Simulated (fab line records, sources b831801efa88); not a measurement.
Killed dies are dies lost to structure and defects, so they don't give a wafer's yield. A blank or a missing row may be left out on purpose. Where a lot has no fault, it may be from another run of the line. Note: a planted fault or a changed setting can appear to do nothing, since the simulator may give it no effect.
A single fault, viewed from 2 desks :: flow sky130 :: only its own numbers are on each desk; what lay behind them is given at the end

METROLOGY DESK
Lot by lot, what the gauges showed, no matter which tool ran the lot: averages of those sampled wafers that carry a number. Any lot whose mean is over 4 standard deviations away from the usual mean is out of limits and marked OUT; that distance is given in the brackets.
Columns: A = LDD_P_OVL at SKY_LDD_P_OVL_MEAS_08, usual -0.3 nm; B = LDD_P_TW at SKY_LDD_P_TW_MEAS_11, usual 632; C = LDD_LDN_TW at SKY_LDD_LDN_TW_MEAS_13, usual 1487; D = SD_P_TW at SKY_SD_P_TW_MEAS_11, usual 2799; E = SD_P_RS at SKY_SD_N_RS_MEAS_17, usual 146.8 ohm/sq
lot: L801
first seen here: day 19 18:25
A: -2.4
B: 616
C: 1484
D: 2810
E: 147.2

lot: L802
first seen here: day 20 13:16
A: 1.0
B: 637
C: 1499
D: 2802
E: 147.4

lot: L803
first seen here: day 20 13:52
A: -0.2
B: 617
C: 1504
D: 2833
E: 146.8

lot: L806
first seen here: day 22 08:09
A: 0.3
B: 637
C: 1462
D: 2830
E: 146.9

lot: L808
first seen here: day 22 19:31
A: -1.1
B: 636
C: 1501
D: 2901
E: 132.9 (-37) OUT

lot: L809
first seen here: day 23 01:40
A: 0.4
B: 641
C: 1479
D: 2994 (+5.4) OUT
E: 132.2 (-40) OUT

lot: L812
first seen here: day 24 06:49
A: -1.3
B: 621
C: 1467
D: 2921
E: 132.8 (-38) OUT

lot: L817
first seen here: day 25 21:03
A: -0.4
B: 643
C: 1505
D: 2831
E: 146.8

lot: L820
first seen here: day 26 15:55
A: -1.2
B: 637
C: 1495
D: 2824
E: 146.9

lot: L822
first seen here: day 27 07:13
A: -0.5
B: 637
C: 1497
D: 2812
E: 146.5

lot: L821
first seen here: day 27 07:30
A: -2.0
B: 639
C: 1479
D: 2758
E: 146.9
Finding of this desk: L808, L809, L812 out of limits, first seen on L809 at day 29 06:24 (SD_P_TW at SKY_SD_P_TW_MEAS_11). L801, L802, L803, L806, L817, L820, L822, L821: within limits.

THE TOOL OWNER'S DESK: implanter-01
The tool's own readings at SKY_SD_P_IMPLANT_09: means of the sampled wafers that have a number, for each lot that ran on this tool. Any lot whose mean is over 4 standard deviations away from the usual mean is out of limits and marked OUT; that distance is given in the brackets.
Columns: A = beam_energy_keV at SKY_SD_P_IMPLANT_09, usual 19.999
lot: L801
first seen here: day 26 07:29
A: 19.999

lot: L803
first seen here: day 26 23:43
A: 20.001

lot: L808
first seen here: day 28 23:41
A: 24.718 (+99 or more) OUT

lot: L809
first seen here: day 29 06:12
A: 24.722 (+99 or more) OUT

lot: L812
first seen here: day 30 09:17
A: 24.715 (+99 or more) OUT
This desk's finding: out of limits on L808, L809, L812; first on L808, day 28 23:41 (beam_energy_keV at SKY_SD_P_IMPLANT_09). L801, L803: within limits.

TAKEN TOGETHER
An alarm could have come from the tool owner's desk at day 28 23:41, on L808, L809, L812.
At day 29 06:24 the metrology desk could have sounded an alarm, on L808, L809, L812.
The lots listed all ran SKY_SD_P_IMPLANT_09 on implanter-01.

WHAT WAS PUT IN BY THE SIMULATOR
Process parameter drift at SKY_SD_P_IMPLANT_09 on implanter-01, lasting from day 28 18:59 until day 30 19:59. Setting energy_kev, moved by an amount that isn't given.
Lots struck among those shown: L808, L809, L812.
Delay (hours) between the fault's onset and each desk's first out-of-limits reading: 5 at the tool owner's desk, 11 at the metrology desk.
